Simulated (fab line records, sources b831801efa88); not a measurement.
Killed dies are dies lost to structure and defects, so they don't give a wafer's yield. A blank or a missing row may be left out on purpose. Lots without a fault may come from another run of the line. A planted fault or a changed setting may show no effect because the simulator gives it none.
Which tool did it? | flow sky130 | 14 lots, 42 wafers sampled, at 2 steps of a route of 708

WHAT THE GAUGES READ, wafer by wafer
The record holds no reading of a measuring or inspecting step that can be judged against a usual standard deviation.

WHICH TOOL RAN EACH LOT (tool, then ch and the chambers of the sampled wafers, then the start)
lot  | SKY_POLY_CUT_ETCH_10               | SKY_PAD_OPEN_PROBE_99
L347 | rie_diel-04 ch 0,1,3, day 24 00:32 | -
L349 | rie_diel-04 ch 0,2,3, day 24 17:41 | -
L350 | rie_diel-04 ch 0,2, day 25 07:29   | -
L351 | rie_diel-04 ch 1,3, day 25 20:35   | -
L352 | rie_diel-03 ch 1,2,3, day 26 01:02 | -
L353 | rie_diel-03 ch 0,1, day 26 12:38   | -
L356 | rie_diel-03 ch 2,3, day 28 01:20   | prober-02, day 48 06:59
L358 | rie_diel-03 ch 0,1,2, day 28 12:20 | prober-02, day 48 16:06
L363 | rie_diel-02 ch 2,3, day 29 22:56   | -
L365 | rie_diel-04 ch 1,2,3, day 30 17:00 | -
L367 | rie_diel-03 ch 0,3, day 31 15:38   | -
L368 | rie_diel-02 ch 0,1,3, day 31 19:14 | -
L370 | rie_diel-03 ch 2,3, day 31 21:41   | -
L369 | rie_diel-02 ch 0,2,3, day 32 00:29 | -
- SKY_POLY_CUT_ETCH_10: etches BARC in N2/H2, stops on SiO2, time 45.9 s, target depth 60 nm.
- SKY_PAD_OPEN_PROBE_99

WHAT THE TOOLS THEMSELVES READ (means of the sampled wafers that have a number; where no wafer has one, the mark that the record gives instead)
SKY_POLY_CUT_ETCH_10.
lot  | tool        | chamber_pressure_mTorr (mTorr) | drypump_motor_current_A (A) | n2_flow_sccm (sccm) | oes_product_au (a.u.) | throttle_valve_pct (%)
L347 | rie_diel-04 | 30.00                          | 5.8                         | 99.7                | 0.852                 | 13.220
L349 | rie_diel-04 | 29.98                          | 5.8                         | 99.9                | 0.854                 | 13.218
L350 | rie_diel-04 | 30.00                          | 5.9                         | 99.9                | 0.855                 | 13.226
L351 | rie_diel-04 | 30.00                          | 5.7                         | 99.5                | 0.854                 | 13.223
L352 | rie_diel-03 | 29.99                          | 5.7                         | 100.0               | 0.856                 | 13.219
L353 | rie_diel-03 | 29.99                          | 6.0                         | 99.5                | 0.851                 | 13.221
L356 | rie_diel-03 | 29.99                          | 5.2                         | 99.9                | 0.854                 | 13.222
L358 | rie_diel-03 | 30.01                          | 6.0                         | 100.1               | 0.851                 | 13.223
L363 | rie_diel-02 | 30.01                          | 5.6                         | 99.8                | 0.860                 | 13.235
L365 | rie_diel-04 | 30.01                          | 5.6                         | 99.9                | 0.851                 | 13.229
L367 | rie_diel-03 | 30.00                          | 5.3                         | 99.9                | 0.853                 | 13.226
L368 | rie_diel-02 | 29.98                          | 5.9                         | 100.0               | 0.855                 | 13.226
L370 | rie_diel-03 | 30.01                          | 5.2                         | 100.1               | 0.852                 | 13.229
L369 | rie_diel-02 | 29.99                          | 5.8                         | 100.1               | 0.859                 | 13.232

SKY_PAD_OPEN_PROBE_99.
lot  | tool      | killed_at_M0_to_M3 | killed_at_M4_up | killed_at_contacts | killed_at_front_end | killed_at_other | killed_dies | killed_on_rim | killed_open | killed_short
L356 | prober-02 | 48                 | 3.0             | 25                 | 27                  | 0.0             | 103         | 22            | 49          | 40
L358 | prober-02 | 44                 | 3.3             | 20                 | 31                  | 0.7             | 99          | 22            | 45          | 39

THE ANSWER, worked out from the rows above alone
Rule: what is usual is taken from the lots themselves. Put in order of their means at a reading, lots are off if they are a third of the lots or fewer, leave a main group of 4 or more, and stand apart from it by a gap of 3 or more times the standard deviation of the main group's means; of several such gaps the widest counts. A main group whose means are all the same, to the digits that the tables above print for the reading, isn't used. A lot without any number at a reading at which 4 lots or more have one is off too. The other lots that the step has rows for count as sound. The gauges are gone through in route order, then the tools' own readings, and for those a lot's mean is taken as printed above. The first step at which some lot is off is used, and at that step the reading that is off furthest; a lot without a number counts as furthest.
No lot is off at any reading shown: from this, nothing can be told.

WHAT THE SIMULATOR HAD PUT IN
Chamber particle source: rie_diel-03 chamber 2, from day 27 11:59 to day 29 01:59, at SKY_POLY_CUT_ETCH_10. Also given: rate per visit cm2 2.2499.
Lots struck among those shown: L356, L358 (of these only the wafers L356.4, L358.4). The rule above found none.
